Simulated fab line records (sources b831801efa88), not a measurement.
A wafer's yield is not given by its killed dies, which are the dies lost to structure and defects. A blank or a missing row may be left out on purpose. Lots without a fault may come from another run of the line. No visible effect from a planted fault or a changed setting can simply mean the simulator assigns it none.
The tool behind it: which one?	flow sky130	12 lots with 36 wafers sampled at 6 steps, on a route of 708 steps

WHAT THE GAUGES READ, wafer by wafer
SKY_METAL2_OVL_MEAS_16.
lot	measured	on	METAL2_OVL (nm)
L075	day 35 15:27	overlay-01	0 -3 -7
L077	day 36 00:23	overlay-01	0 1 2
L079	day 36 19:48	overlay-02	8 8 8
L081	day 37 15:20	overlay-02	0 -5 -3
L083	day 38 08:41	overlay-01	-2 -4 6
L085	day 38 21:09	overlay-02	2 4 5
L087	day 39 07:50	overlay-01	15 6 12
L089	day 40 04:24	overlay-02	11 3 8
L091	day 40 19:17	overlay-02	2 2 4
L092	day 40 21:33	overlay-02	3 10 7
L095	day 42 20:08	overlay-01	-2 -4 -4
L096	day 42 15:59	overlay-02	0 6 6

WHAT TOOL EACH LOT RAN ON (gives the tool, then ch and the chambers of the sampled wafers, and finally the start)
lot	SKY_FIELD_ISO_CMP_27	SKY_LOCAL_INTERCONNECT_STRIP_15	SKY_CONTACT_CMP_04	SKY_METAL1_DESCUM_17	SKY_VIA1_CMP_02
L075	cmp-02 ch 0,1,3, day 2 18:26	plasma asher-03 ch 0,1, day 30 22:44	cmp-01 ch 1,3, day 30 23:36	rie metal-04 ch 0,1, day 33 07:43	cmp-02 ch 0,2, day 33 08:40
L077	cmp-01 ch 1,2,3, day 3 02:43	plasma asher-01 ch 0,1, day 31 07:26	cmp-02 ch 0,1,3, day 31 08:21	rie metal-03 ch 0,1, day 33 16:34	cmp-02 ch 1,2,3, day 33 17:44
L079	cmp-02 ch 1,2,3, day 3 12:43	plasma asher-02 ch 0,1, day 32 03:51	cmp-01 ch 0,2,3, day 32 04:58	rie metal-03 ch 0,1, day 34 13:11	cmp-01 ch 0,1,3, day 34 14:11
L081	cmp-02 ch 0,3, day 4 01:41	plasma asher-02 ch 0,1, day 33 00:07	cmp-02 ch 0,1,3, day 33 01:01	rie metal-03 ch 0,1, day 35 09:22	cmp-02 ch 0,1, day 35 10:19
L083	cmp-01 ch 0,3, day 4 12:44	plasma asher-03 ch 0,1, day 33 18:43	cmp-01 ch 1,3, day 33 19:31	rie metal-03 ch 0,1, day 36 02:14	cmp-01 ch 0,2,3, day 36 03:15
L085	cmp-01 ch 2,3, day 4 21:45	plasma asher-01 ch 1, day 34 08:36	cmp-02 ch 0,2,3, day 34 09:28	rie metal-02 ch 0,1, day 36 15:08	cmp-01 ch 0,1,3, day 36 16:07
L087	cmp-02 ch 1,2,3, day 5 05:58	plasma asher-01 ch 0,1, day 34 18:48	cmp-02 ch 0,2,3, day 34 19:40	rie metal-03 ch 0,1, day 37 02:01	cmp-02 ch 0,1,3, day 37 02:59
L089	cmp-01 ch 0,1,2, day 5 19:02	plasma asher-03 ch 0,1, day 35 15:57	cmp-01 ch 0,2, day 35 16:50	rie metal-02 ch 0,1, day 37 22:31	cmp-02 ch 0,1,2, day 37 23:31
L091	cmp-02 ch 0,1,2, day 6 11:41	plasma asher-02 ch 0,1, day 36 08:53	cmp-02 ch 1,2, day 36 09:44	rie metal-02 ch 0,1, day 38 14:52	cmp-02 ch 1,3, day 38 15:54
L092	cmp-01 ch 1,2,3, day 6 16:02	plasma asher-01 ch 0,1, day 36 10:12	cmp-01 ch 0,1,3, day 36 11:04	rie metal-04 ch 0,1, day 38 15:58	cmp-02 ch 0,3, day 38 17:01
L095	cmp-02 ch 0,2,3, day 7 16:50	plasma asher-01 ch 0,1, day 38 09:46	cmp-02 ch 0,1, day 38 11:16	rie metal-03 ch 0,1, day 40 15:55	cmp-02 ch 2,3, day 40 16:55
L096	cmp-02 ch 0,2, day 7 17:11	plasma asher-02 ch 0,1, day 38 08:00	cmp-02 ch 2,3, day 38 08:53	rie metal-03 ch 0,1, day 40 12:43	cmp-01 ch 0,2,3, day 40 13:46
- SKY_FIELD_ISO_CMP_27: polishes, stops on Si3N4, t overpolish 16 s, target thk 457.8 nm.
- SKY_LOCAL_INTERCONNECT_STRIP_15: strips in O2/N2.
- SKY_CONTACT_CMP_04: polishes SiO2.
- SKY_METAL1_DESCUM_17: chemistry O2, time 8 s.
- SKY_VIA1_CMP_02: polishes SiO2.

THE ANSWER, worked out from the rows above alone
Rule: the lots themselves supply what counts as usual. Put in order of their means at a reading, lots are off if they are a third of the lots or fewer, leave a main group of 4 or more, and stand apart from it by a gap of 3 or more times the standard deviation of the main group's means; of several such gaps the widest counts. A main group is skipped when, at the precision printed for the reading in the tables above, its means are all equal. Also off: a lot with no number at a reading for which 4 or more lots have one. Any other lot the step has rows for is counted as sound.
Nothing can be told from this: no lot is off at any reading shown.

WHAT THE SIMULATOR HAD PUT IN
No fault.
